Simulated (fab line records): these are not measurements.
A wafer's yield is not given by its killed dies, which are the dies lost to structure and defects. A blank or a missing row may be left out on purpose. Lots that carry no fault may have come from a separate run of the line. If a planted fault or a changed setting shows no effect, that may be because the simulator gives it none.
Chamber matching ; flow sky130 ; cmp-02 running SKY_CONTACT_CMP_27: 4 sister chambers
The step polishes, stops on SiO2, t overpolish 15 s, target thk 0 nm. 4 wafers are shown with their chamber, then 7 later ones without.

== EACH WAFER AND ITS CHAMBER ==
wafer;chamber;motor current A (A)
L566.5;3;10.7
L566.6;2;10.7
L567.1;1;11.3
L567.4;0;10.1

== WAFERS WITHOUT THEIR CHAMBER ==
wafer;motor current A (A)
L567.6;10.7
L568.1;10.9
L568.2;11.5
L568.5;10.4
L569.2;10.1
L569.4;10.4
L569.5;10.1

== THE CHAMBER EACH PASSED THROUGH ==
wafer;from the rows above;in truth
L567.6;can't be placed: 2 or 3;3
L568.1;can't be placed: 2 or 3 or 1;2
L568.2;1;1
L568.5;can't be placed: 2 or 3 or 0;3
L569.2;0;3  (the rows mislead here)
L569.4;can't be placed: 2 or 3 or 0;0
L569.5;0;0
Correctly placed: 2 of 7. Cannot be placed on the basis of these rows: 4; the candidates contain the true chamber in 4. Number placed wrongly: 1.
How it was worked out, from the rows above alone: a wafer's distance from a chamber is the root of the sum, over the readings, of the square of ((its reading less the chamber's mean) divided by the reading's scatter). If the next closest chamber is less than 2 further off than the closest, the wafer can't be placed; otherwise it belongs to the closest. Each chamber's mean is taken over the wafers shown for it. The scatter: root of mean squared gap, hidden wafer to nearest shown wafer, with one shown wafer a chamber.
